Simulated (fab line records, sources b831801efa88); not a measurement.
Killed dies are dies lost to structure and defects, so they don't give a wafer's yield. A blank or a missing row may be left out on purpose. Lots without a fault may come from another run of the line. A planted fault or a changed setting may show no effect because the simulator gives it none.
A sampling plan put to the test | flow sky130 | one fab line, 38 faults that these records tell of, each judged on the records of the lots that it struck
The plan is the line's own looks: the steps of the route at which a gauge or an inspection reads the wafer and doesn't change it. A look can be judged if struck wafers have a number there and the file gives its usual mean and standard deviation on fault-free wafers. Caught: at a look after the fault's first step, the mean of the struck wafers lies 4 or more of those standard deviations (sigma) from the usual mean. On the tool: the same test on the tool's own readings at the fault's steps. Another recipe on the struck wafers, or a record that is blank for them alone, also counts as caught.

THE FAULTS, as the simulator had put them in
1. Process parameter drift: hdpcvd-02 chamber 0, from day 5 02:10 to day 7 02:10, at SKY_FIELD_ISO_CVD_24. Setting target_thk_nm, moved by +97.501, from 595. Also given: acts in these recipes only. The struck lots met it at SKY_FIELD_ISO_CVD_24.
2. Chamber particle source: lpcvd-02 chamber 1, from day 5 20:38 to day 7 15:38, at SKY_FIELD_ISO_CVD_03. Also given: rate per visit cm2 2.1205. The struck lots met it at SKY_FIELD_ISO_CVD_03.
3. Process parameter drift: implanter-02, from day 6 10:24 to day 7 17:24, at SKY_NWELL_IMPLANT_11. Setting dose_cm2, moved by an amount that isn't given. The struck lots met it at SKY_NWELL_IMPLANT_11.
4. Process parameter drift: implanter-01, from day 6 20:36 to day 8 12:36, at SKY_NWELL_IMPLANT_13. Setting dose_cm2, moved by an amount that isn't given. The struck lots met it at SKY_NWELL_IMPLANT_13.
5. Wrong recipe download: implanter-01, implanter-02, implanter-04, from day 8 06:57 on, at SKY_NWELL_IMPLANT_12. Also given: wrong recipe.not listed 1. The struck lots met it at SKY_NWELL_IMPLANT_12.
6. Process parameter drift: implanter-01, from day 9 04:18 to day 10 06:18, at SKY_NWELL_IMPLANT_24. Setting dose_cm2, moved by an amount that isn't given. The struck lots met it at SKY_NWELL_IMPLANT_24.
7. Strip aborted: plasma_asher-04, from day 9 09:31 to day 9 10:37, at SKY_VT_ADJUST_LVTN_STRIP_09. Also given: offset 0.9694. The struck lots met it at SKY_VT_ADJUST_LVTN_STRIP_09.
8. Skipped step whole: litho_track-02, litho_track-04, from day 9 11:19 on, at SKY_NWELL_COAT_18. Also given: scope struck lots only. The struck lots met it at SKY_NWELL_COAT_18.
9. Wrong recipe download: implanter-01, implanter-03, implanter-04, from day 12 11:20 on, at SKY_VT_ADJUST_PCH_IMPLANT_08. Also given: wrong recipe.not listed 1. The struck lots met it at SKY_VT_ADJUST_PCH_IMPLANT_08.
10. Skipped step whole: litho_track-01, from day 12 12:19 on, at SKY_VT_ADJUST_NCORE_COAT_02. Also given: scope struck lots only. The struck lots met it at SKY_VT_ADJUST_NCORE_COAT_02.
11. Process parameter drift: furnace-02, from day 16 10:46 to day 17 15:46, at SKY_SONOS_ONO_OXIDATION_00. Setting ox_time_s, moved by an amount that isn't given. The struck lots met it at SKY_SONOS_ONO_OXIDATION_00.
12. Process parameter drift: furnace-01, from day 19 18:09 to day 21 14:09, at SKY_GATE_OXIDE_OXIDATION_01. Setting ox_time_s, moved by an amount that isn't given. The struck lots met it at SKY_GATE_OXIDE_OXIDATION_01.
13. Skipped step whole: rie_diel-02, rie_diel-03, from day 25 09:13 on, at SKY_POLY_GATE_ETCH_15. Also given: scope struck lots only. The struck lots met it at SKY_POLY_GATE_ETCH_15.
14. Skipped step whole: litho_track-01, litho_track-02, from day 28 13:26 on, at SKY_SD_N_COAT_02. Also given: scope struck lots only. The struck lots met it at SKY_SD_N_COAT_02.
15. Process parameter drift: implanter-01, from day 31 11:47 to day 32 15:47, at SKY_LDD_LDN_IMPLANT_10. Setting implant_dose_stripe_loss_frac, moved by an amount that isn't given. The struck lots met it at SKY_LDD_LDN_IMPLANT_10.
16. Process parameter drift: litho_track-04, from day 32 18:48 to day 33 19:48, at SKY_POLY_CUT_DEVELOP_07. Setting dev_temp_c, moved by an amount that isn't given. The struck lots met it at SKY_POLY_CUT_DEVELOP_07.
17. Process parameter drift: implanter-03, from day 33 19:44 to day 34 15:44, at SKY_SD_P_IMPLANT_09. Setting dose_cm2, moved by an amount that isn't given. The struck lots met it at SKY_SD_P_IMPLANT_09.
18. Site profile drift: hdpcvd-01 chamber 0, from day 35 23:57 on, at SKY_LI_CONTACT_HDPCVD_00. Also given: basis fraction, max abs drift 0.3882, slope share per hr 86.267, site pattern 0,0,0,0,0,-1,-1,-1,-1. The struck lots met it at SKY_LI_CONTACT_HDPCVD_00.
19. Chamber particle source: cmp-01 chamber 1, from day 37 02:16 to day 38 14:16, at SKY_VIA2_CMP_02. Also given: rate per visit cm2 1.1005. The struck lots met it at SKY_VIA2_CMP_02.
20. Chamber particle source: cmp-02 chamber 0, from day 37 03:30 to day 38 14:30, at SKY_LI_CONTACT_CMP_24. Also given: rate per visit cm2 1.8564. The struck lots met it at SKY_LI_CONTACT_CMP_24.
21. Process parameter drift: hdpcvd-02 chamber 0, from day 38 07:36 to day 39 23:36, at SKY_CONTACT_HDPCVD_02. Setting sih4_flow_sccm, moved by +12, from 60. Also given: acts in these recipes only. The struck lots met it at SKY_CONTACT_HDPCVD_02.
22. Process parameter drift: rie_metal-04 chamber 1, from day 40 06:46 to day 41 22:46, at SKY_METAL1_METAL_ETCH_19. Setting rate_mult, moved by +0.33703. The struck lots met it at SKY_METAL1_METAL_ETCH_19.
23. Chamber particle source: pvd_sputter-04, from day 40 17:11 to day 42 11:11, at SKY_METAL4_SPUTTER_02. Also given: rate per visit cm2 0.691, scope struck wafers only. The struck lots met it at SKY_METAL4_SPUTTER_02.
24. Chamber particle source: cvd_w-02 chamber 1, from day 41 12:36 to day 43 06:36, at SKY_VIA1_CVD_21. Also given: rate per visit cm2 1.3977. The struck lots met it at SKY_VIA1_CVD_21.
25. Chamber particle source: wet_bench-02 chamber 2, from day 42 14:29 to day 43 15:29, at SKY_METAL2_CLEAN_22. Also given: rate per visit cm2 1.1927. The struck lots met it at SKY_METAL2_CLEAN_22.
26. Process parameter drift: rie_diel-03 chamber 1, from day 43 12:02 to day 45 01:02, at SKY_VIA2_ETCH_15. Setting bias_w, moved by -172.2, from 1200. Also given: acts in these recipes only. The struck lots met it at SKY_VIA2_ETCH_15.
27. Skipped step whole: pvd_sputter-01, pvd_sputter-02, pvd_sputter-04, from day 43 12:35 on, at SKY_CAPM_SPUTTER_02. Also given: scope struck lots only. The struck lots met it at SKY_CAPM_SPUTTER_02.
28. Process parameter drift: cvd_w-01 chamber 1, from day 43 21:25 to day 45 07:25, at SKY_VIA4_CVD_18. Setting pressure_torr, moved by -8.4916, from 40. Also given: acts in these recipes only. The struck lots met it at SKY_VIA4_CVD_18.
29. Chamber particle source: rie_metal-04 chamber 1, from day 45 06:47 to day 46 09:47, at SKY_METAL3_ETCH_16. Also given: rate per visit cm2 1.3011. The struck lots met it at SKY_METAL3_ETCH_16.
30. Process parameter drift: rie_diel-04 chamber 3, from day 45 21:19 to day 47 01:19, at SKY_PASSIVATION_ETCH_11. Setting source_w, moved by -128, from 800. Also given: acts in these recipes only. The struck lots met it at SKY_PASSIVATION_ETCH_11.
31. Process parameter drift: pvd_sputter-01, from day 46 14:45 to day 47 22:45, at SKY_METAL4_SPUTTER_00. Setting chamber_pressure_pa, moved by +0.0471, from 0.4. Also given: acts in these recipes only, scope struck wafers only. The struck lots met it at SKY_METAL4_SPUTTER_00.
32. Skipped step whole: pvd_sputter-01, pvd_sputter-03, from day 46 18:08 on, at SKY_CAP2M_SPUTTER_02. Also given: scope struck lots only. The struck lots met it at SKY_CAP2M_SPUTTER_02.
33. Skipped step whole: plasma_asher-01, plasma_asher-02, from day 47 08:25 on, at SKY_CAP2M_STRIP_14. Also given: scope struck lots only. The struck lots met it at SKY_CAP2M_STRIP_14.
34. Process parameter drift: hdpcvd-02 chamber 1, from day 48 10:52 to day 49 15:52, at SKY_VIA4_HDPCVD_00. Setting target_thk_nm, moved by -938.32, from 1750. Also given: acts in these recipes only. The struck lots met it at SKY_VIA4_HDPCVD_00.
35. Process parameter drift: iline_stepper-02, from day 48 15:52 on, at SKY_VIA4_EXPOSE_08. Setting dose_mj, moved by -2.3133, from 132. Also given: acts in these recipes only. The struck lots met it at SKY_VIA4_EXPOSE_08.
36. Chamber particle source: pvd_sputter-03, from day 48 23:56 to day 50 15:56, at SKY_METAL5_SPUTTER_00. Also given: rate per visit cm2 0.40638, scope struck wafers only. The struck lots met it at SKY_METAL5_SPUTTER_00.
37. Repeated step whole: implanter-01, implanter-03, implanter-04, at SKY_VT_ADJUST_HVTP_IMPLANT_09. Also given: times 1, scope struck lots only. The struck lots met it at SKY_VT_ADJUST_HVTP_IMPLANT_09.
38. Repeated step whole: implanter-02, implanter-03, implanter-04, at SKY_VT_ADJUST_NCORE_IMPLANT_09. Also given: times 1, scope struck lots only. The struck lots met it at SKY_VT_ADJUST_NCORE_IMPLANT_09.

WHAT THE PLAN SAW
fault | on the tool itself                               | first look that catches it                      | reading, sigma                    | median hours from its first step to that look | hours from the fault's start to the first struck lot there | judged looks passed uncaught
1     | no reading that can be judged                    | SKY_FIELD_ISO_THK_MEAS_25                       | FIELD_ISO_CVD_24_THK +16          | 0.1                                           | 3                                                          | 0
2     | under 2 sigma                                    | not the one look that can be judged after it    | -                                 | -                                             | -                                                          | 1
3     | dose_ions_cm2 +99 or beyond sigma                | SKY_NWELL_TW_MEAS_15                            | NWELL_TW +13                      | 0.5                                           | 4                                                          | 0
4     | dose_ions_cm2 -99 or beyond sigma                | SKY_NWELL_RS_MEAS_29                            | NWELL_RS +10                      | 21.2                                          | 42                                                         | 0
5     | under 2 sigma                                    | no look after it can be judged                  | -                                 | -                                             | -                                                          | 0
6     | dose_ions_cm2 -99 or beyond sigma                | SKY_NWELL_TW_MEAS_26                            | NWELL_2_TW -4.5                   | 0.2                                           | 2                                                          | 0
7     | oes_product_au +32 sigma                         | SKY_VT_ADJUST_LVTN_TW_MEAS_21                   | VT_ADJUST_LVTN_2_TW -99 or beyond | 22.7                                          | 24                                                         | 0
8     | the tool's record is blank for the struck wafers | none of the 2 looks that can be judged after it | -                                 | -                                             | -                                                          | 2
9     | under 2 sigma                                    | SKY_VT_ADJUST_PCH_TW_MEAS_10                    | VT_ADJUST_PCH_TW +42              | 0.2                                           | 5                                                          | 0
10    | the tool's record is blank for the struck wafers | SKY_VT_ADJUST_HVTR_TW_MEAS_11                   | VT_ADJUST_HVTR_TW +23             | 38.9                                          | 41                                                         | 0
11    | under 2 sigma                                    | SKY_SONOS_ONO_THK_MEAS_01                       | SONOS_ONO_OXIDATION_THK +5.7      | 1.4                                           | 17                                                         | 0
12    | under 2 sigma                                    | SKY_GATE_OXIDE_THK_MEAS_02                      | GATE_OXIDE_OXIDATION_00_THK +7.6  | 1.4                                           | 7                                                          | 0
13    | the tool's record is blank for the struck wafers | no look after it can be judged                  | -                                 | -                                             | -                                                          | 0
14    | the tool's record is blank for the struck wafers | no look after it can be judged                  | -                                 | -                                             | -                                                          | 0
15    | no reading that can be judged                    | none of the 6 looks that can be judged after it | -                                 | -                                             | -                                                          | 6
16    | developer_temp_C -19 sigma                       | not the one look that can be judged after it    | -                                 | -                                             | -                                                          | 1
17    | dose_ions_cm2 +99 or beyond sigma                | SKY_SD_P_TW_MEAS_11                             | SD_P_TW +8.6                      | 0.2                                           | 1                                                          | 0
18    | no reading that can be judged                    | SKY_LI_CONTACT_THK_MEAS_01                      | LI_CONTACT_HDPCVD_THK -18         | 0.1                                           | 1                                                          | 0
19    | under 2 sigma                                    | not the one look that can be judged after it    | -                                 | -                                             | -                                                          | 1
20    | under 2 sigma                                    | no look after it can be judged                  | -                                 | -                                             | -                                                          | 0
21    | sih4_flow_sccm +70 sigma                         | SKY_CONTACT_THK_MEAS_03                         | CONTACT_HDPCVD_THK +21            | 0.1                                           | 1                                                          | 0
22    | under 2 sigma                                    | no look after it can be judged                  | -                                 | -                                             | -                                                          | 0
23    | under 2 sigma                                    | none of the 5 looks that can be judged after it | -                                 | -                                             | -                                                          | 5
24    | under 2 sigma                                    | not the one look that can be judged after it    | -                                 | -                                             | -                                                          | 1
25    | no reading that can be judged                    | no look after it can be judged                  | -                                 | -                                             | -                                                          | 0
26    | bias_w -45 sigma                                 | no look after it can be judged                  | -                                 | -                                             | -                                                          | 0
27    | the tool's record is blank for the struck wafers | no look after it can be judged                  | -                                 | -                                             | -                                                          | 0
28    | chamber_pressure_Torr -97 sigma                  | SKY_VIA4_RS_MEAS_19                             | VIA4_W_RS +11                     | 0.2                                           | 1                                                          | 0
29    | under 2 sigma                                    | not the one look that can be judged after it    | -                                 | -                                             | -                                                          | 1
30    | rf_fwd_power_W -51 sigma                         | no look after it can be judged                  | -                                 | -                                             | -                                                          | 0
31    | chamber_pressure_pa +53 sigma                    | no look after it can be judged                  | -                                 | -                                             | -                                                          | 0
32    | the tool's record is blank for the struck wafers | no look after it can be judged                  | -                                 | -                                             | -                                                          | 0
33    | no reading that can be judged                    | no look after it can be judged                  | -                                 | -                                             | -                                                          | 0
34    | no reading that can be judged                    | SKY_VIA4_THK_MEAS_01                            | VIA4_HDPCVD_THK -44               | 0.2                                           | 1                                                          | 0
35    | exposure_dose_mJ_cm2 -17 sigma                   | not the one look that can be judged after it    | -                                 | -                                             | -                                                          | 1
36    | under 2 sigma                                    | not the one look that can be judged after it    | -                                 | -                                             | -                                                          | 1
37    | no reading that can be judged                    | SKY_VT_ADJUST_HVTP_TW_MEAS_11                   | VT_ADJUST_HVTP_TW +19             | 0.5                                           | -                                                          | 0
38    | under 2 sigma                                    | SKY_VT_ADJUST_NCORE_TW_MEAS_11                  | VT_ADJUST_NCORE_TW +48            | 0.5                                           | -                                                          | 0
A dash: the fault isn't caught, or these records don't give the number.

Caught at a look: 16 of 38. Caught on the tool: 18 of 38. By one or the other: 26 of 38.
Caught on the tool alone: faults 8, 13, 14, 16, 26, 27, 30, 31, 32, 35.
Caught at a look alone: faults 1, 9, 11, 12, 18, 34, 37, 38.
Caught by neither: faults 2, 5, 15, 19, 20, 22, 23, 24, 25, 29, 33, 36.

THINNER SAMPLING
If the look that catches a fault measured only every second or every third lot, by lot number, the first struck lot would be measured this late in the worst case:
fault | struck lots at that look, in order of time | every lot | every second lot | every third lot
1     | L742, L743                                 | 3 h       | 9 h              | may miss all 2
3     | L498, L499, L500                           | 4 h       | 10 h             | 23 h
4     | L714, L716                                 | 42 h      | may miss all 2   | may miss all 2
6     | L974, L975                                 | 2 h       | 7 h              | may miss all 2
7     | L793                                       | 24 h      | may miss it      | may miss it
9     | L303, L304, L305, L306                     | 5 h       | 21 h             | 22 h
10    | L737, L738, L739                           | 41 h      | 48 h             | 53 h
11    | L840, L841                                 | 17 h      | 17 h             | may miss all 2
12    | L424, L425                                 | 7 h       | 18 h             | may miss all 2
17    | L412, L407                                 | 1 h       | 2 h              | may miss all 2
18    | L326, L332, L331                           | 1 h       | 3 h              | may miss all 3
21    | L626, L628                                 | 1 h       | may miss all 2   | may miss all 2
28    | L494, L495, L496                           | 1 h       | 25 h             | 26 h
34    | L189, L187                                 | 1 h       | may miss all 2   | may miss all 2
Hours are from the fault's start to the first struck lot that is measured. The limit of 4 sigma was tested on all struck wafers together, so one lot alone may lie under it. Other struck lots may not be in these records.

THE LONGEST TIMED WAY FROM STEP TO LOOK
Fault 10: a median of 38.9 hours passes between SKY_VT_ADJUST_NCORE_COAT_02 and SKY_VT_ADJUST_HVTR_TW_MEAS_11. No look between them can be judged.
